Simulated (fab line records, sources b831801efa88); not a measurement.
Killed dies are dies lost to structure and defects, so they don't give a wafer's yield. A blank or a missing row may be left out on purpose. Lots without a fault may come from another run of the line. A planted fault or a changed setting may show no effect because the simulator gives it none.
Which tool did it? | flow gf180mcu | 15 lots, 45 wafers sampled, at 3 steps of a route of 602

WHAT THE GAUGES READ, wafer by wafer
GF_POLY_GATE_CD_MEAS_10: target cd 280 nm.
lot  | measured     | on        | cd_nm (nm)
L529 | day 9 00:14  | cd_sem-02 | 280.9 280.8 279.8
L530 | day 9 07:45  | cd_sem-01 | 282.6 280.7 282.0
L531 | day 9 16:13  | cd_sem-02 | 278.4 279.1 279.3
L532 | day 9 22:42  | cd_sem-02 | 279.0 279.4 280.8
L533 | day 10 05:58 | cd_sem-02 | 281.1 280.8 280.3
L544 | day 14 00:39 | cd_sem-01 | 279.3 279.5 278.9
L545 | day 14 00:53 | cd_sem-02 | 279.0 280.3 280.6
L546 | day 14 14:11 | cd_sem-02 | 277.8 277.2 277.1
L547 | day 14 13:50 | cd_sem-01 | 278.9 279.7 279.2
L548 | day 14 20:29 | cd_sem-01 | 281.1 282.1 280.9
L550 | day 15 10:09 | cd_sem-02 | 279.9 279.2 279.5
L552 | day 16 02:09 | cd_sem-02 | 280.1 279.8 278.4

GF_POLY_GATE_CD_MEAS_18.
lot  | measured     | on        | cd_nm (nm)
L529 | day 9 01:57  | cd_sem-02 | 282.1 280.8 277.9
L530 | day 9 10:31  | cd_sem-01 | 282.9 280.6 281.3
L531 | day 9 18:10  | cd_sem-01 | 279.4 281.5 280.6
L532 | day 10 00:28 | cd_sem-02 | 276.2 279.1 279.2
L533 | day 10 07:42 | cd_sem-01 | 279.3 280.3 278.4
L544 | day 14 03:05 | cd_sem-01 | 278.2 279.0 277.9
L545 | day 14 03:04 | cd_sem-02 | 279.2 279.7 279.6
L546 | day 14 16:53 | cd_sem-02 | 277.2 276.6 277.2
L547 | day 14 16:53 | cd_sem-01 | 278.1 281.2 277.7
L548 | day 14 22:14 | cd_sem-02 | 280.8 277.2 277.9
L550 | day 15 11:53 | cd_sem-02 | 276.0 281.0 279.4
L552 | day 16 03:55 | cd_sem-02 | 278.2 276.1 276.4

WHICH TOOL RAN EACH LOT (tool, then ch and the chambers of the sampled wafers, then the start)
lot  | GF_STI_STRIP_15
L529 | plasma_asher-01 ch 0,1, day 2 01:59
L530 | plasma_asher-01 ch 0,1, day 2 06:58
L531 | plasma_asher-01 ch 0,1, day 2 11:28
L532 | plasma_asher-03 ch 0,1, day 2 16:30
L533 | plasma_asher-04 ch 0,1, day 2 22:16
L536 | plasma_asher-03 ch 0,1, day 3 12:46
L537 | plasma_asher-01 ch 0,1, day 3 18:22
L538 | plasma_asher-01 ch 0,1, day 3 23:28
L544 | plasma_asher-01 ch 0,1, day 5 12:22
L545 | plasma_asher-03 ch 0,1, day 5 12:43
L546 | plasma_asher-04 ch 0,1, day 5 19:49
L547 | plasma_asher-03 ch 0,1, day 5 22:12
L548 | plasma_asher-01 ch 0,1, day 6 02:57
L550 | plasma_asher-04 ch 0,1, day 6 14:40
L552 | plasma_asher-03 ch 0,1, day 7 00:24
- GF_STI_STRIP_15: strips in O2/N2.

WHAT THE TOOLS THEMSELVES READ (means of the sampled wafers that have a number; where no wafer has one, the mark that the record gives instead)
GF_STI_STRIP_15.
lot  | tool            | chamber_pressure_mTorr (mTorr) | drypump_motor_current_A (A) | heater_power_w (W) | oes_product_au (a.u.) | strip_time_to_endpoint_s (s)
L529 | plasma_asher-01 | 1500.7                         | 6.4                         | 351                | 0.379                 | 3.62
L530 | plasma_asher-01 | 1498.5                         | 6.4                         | 350                | 0.379                 | 3.66
L531 | plasma_asher-01 | 1499.8                         | 6.5                         | 332                | 0.382                 | 3.69
L532 | plasma_asher-03 | 1500.2                         | 5.9                         | 338                | 0.385                 | 3.71
L533 | plasma_asher-04 | 1500.8                         | 6.0                         | 289                | 0.380                 | 3.64
L536 | plasma_asher-03 | -                              | -                           | -                  | -                     | -
L537 | plasma_asher-01 | -                              | -                           | -                  | -                     | -
L538 | plasma_asher-01 | -                              | -                           | -                  | -                     | -
L544 | plasma_asher-01 | 1500.6                         | 6.5                         | 331                | 0.378                 | 3.64
L545 | plasma_asher-03 | 1499.7                         | 5.9                         | 336                | 0.379                 | 3.62
L546 | plasma_asher-04 | 1499.2                         | 6.0                         | 294                | 0.384                 | 3.72
L547 | plasma_asher-03 | 1500.4                         | 6.3                         | 357                | 0.380                 | 3.63
L548 | plasma_asher-01 | 1499.6                         | 6.4                         | 348                | 0.382                 | 3.73
L550 | plasma_asher-04 | 1499.1                         | 6.0                         | 295                | 0.381                 | 3.70
L552 | plasma_asher-03 | 1499.7                         | 5.9                         | 328                | 0.383                 | 3.67

THE ANSWER, worked out from the rows above alone
Rule: what is usual is taken from the lots themselves. Put in order of their means at a reading, lots are off if they are a third of the lots or fewer, leave a main group of 4 or more, and stand apart from it by a gap of 3 or more times the standard deviation of the main group's means; of several such gaps the widest counts. A main group whose means are all the same, to the digits that the tables above print for the reading, isn't used. A lot without any number at a reading at which 4 lots or more have one is off too. The other lots that the step has rows for count as sound. The gauges are gone through in route order, then the tools' own readings, and for those a lot's mean is taken as printed above. The first step at which some lot is off is used, and at that step the reading that is off furthest; a lot without a number counts as furthest.
Off: L536, L537, L538, at GF_STI_STRIP_15 (chamber_pressure_mTorr). Without a number there: L536, L537, L538. The main group: mean 1499.9 mTorr, standard deviation 0.68.
A tool fits if, at that step or a process step before it, it ran every lot that is off, and no sound lot after the first of them. None of those tried fits.

WHAT THE SIMULATOR HAD PUT IN
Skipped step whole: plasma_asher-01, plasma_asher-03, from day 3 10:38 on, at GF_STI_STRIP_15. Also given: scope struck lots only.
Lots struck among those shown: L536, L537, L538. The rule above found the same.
